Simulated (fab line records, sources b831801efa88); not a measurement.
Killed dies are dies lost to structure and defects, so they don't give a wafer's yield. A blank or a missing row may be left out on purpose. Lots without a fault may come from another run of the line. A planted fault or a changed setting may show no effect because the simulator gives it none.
Tool commonality check | flow gf180mcu | 12 lots, 36 wafers sampled

WHY IT WAS OPENED
At GF_HV_LDD_TW_MEAS_38 the reading HV_LDD_3_TW is flagged on 3 of 12 lots. Wafers without a fault read 1436, standard deviation 7.2.
Rule: a lot is flagged when every wafer of it that has a number lies more than 4 standard deviations from that mean, or none has a number. The other lots count as sound.

lot  | measured     | on            | HV_LDD_3_TW, wafer by wafer | flag
L446 | day 11 21:38 | film_metro-03 | 1437 1454 1453              |
L448 | day 12 09:33 | film_metro-04 | 1426 1431 1430              |
L451 | day 13 07:05 | film_metro-04 | 1598 1593 1592              | FLAGGED
L452 | day 13 12:10 | film_metro-04 | 1585 1595 1587              | FLAGGED
L453 | day 13 16:38 | film_metro-03 | 1595 1598 1592              | FLAGGED
L460 | day 16 02:35 | film_metro-04 | 1426 1438 1440              |
L462 | day 16 18:15 | film_metro-03 | 1435 1438 1437              |
L463 | day 17 08:49 | film_metro-01 | 1425 1428 1428              |
L465 | day 17 19:28 | film_metro-04 | 1438 1431 1441              |
L466 | day 18 00:25 | film_metro-04 | 1435 1433 1432              |
L467 | day 18 17:31 | film_metro-04 | 1440 1438 1432              |
L468 | day 18 20:51 | film_metro-04 | 1427 1437 1442              |
The numbers of the flagged lots are 1593 on average: +157 against the usual, or +22 standard deviations.

WHICH TOOL RAN EACH LOT
The record holds 2 process steps before the reading, out of a route of 602 steps. In each cell: the tool, then ch and the chambers that the sampled wafers went through, then the start.
lot  | flag    | GF_HV_LDD_STRIP_10                   | GF_HV_LDD_COAT_14
L446 |         | plasma_asher-03 ch 0,1, day 10 07:24 | litho_track-04 ch 0, day 10 16:11
L448 |         | plasma_asher-03 ch 0,1, day 10 18:49 | litho_track-02 ch 0, day 11 03:58
L451 | FLAGGED | plasma_asher-03 ch 0,1, day 11 14:54 | litho_track-04, day 12 00:22
L452 | FLAGGED | plasma_asher-01 ch 0,1, day 11 20:46 | litho_track-02, day 12 05:49
L453 | FLAGGED | plasma_asher-03 ch 0,1, day 12 00:03 | litho_track-04, day 12 09:02
L460 |         | plasma_asher-01 ch 0,1, day 14 06:52 | litho_track-04 ch 0, day 14 17:16
L462 |         | plasma_asher-03 ch 0,1, day 14 21:49 | litho_track-02 ch 0, day 15 08:11
L463 |         | plasma_asher-01 ch 0,1, day 15 11:04 | litho_track-04 ch 0, day 15 21:22
L465 |         | plasma_asher-02 ch 0,1, day 15 21:22 | litho_track-04 ch 0, day 16 08:04
L466 |         | plasma_asher-03 ch 0,1, day 16 01:43 | litho_track-04 ch 0, day 16 12:43
L467 |         | plasma_asher-01 ch 0,1, day 16 17:26 | litho_track-03 ch 0, day 17 04:20
L468 |         | plasma_asher-02 ch 0, day 16 21:25   | litho_track-03 ch 0, day 17 08:25
What these steps do:
- GF_HV_LDD_STRIP_10: strips in O2/N2.
- GF_HV_LDD_COAT_14: resist thk 1000 nm.
- GF_HV_LDD_TW_MEAS_38

FLAGGED OVER TOTAL, TOOL BY TOOL (the gauges that took the reading come last)
step                 | tool            | lots run | flagged | share of the flagged lots | sound lots run after its first flagged lot
GF_HV_LDD_STRIP_10   | plasma_asher-01 | 4        | 1       | some                      | 3 (L460,L463,L467)
GF_HV_LDD_STRIP_10   | plasma_asher-02 | 2        | 0       | none                      | -
GF_HV_LDD_STRIP_10   | plasma_asher-03 | 6        | 2       | some                      | 2 (L462,L466)
GF_HV_LDD_COAT_14    | litho_track-02  | 3        | 1       | some                      | 1 (L462)
GF_HV_LDD_COAT_14    | litho_track-03  | 2        | 0       | none                      | -
GF_HV_LDD_COAT_14    | litho_track-04  | 7        | 2       | some                      | 4 (L460,L463,L465,L466)
GF_HV_LDD_TW_MEAS_38 | film_metro-01   | 1        | 0       | none                      | -
GF_HV_LDD_TW_MEAS_38 | film_metro-03   | 3        | 1       | some                      | 1 (L462)
GF_HV_LDD_TW_MEAS_38 | film_metro-04   | 8        | 2       | some                      | 5 (L460,L465,L466,L467,L468)

WHAT THE TABLE ALLOWS
No row of the table ran every flagged lot.

WHAT THE SIMULATOR HAD PUT IN
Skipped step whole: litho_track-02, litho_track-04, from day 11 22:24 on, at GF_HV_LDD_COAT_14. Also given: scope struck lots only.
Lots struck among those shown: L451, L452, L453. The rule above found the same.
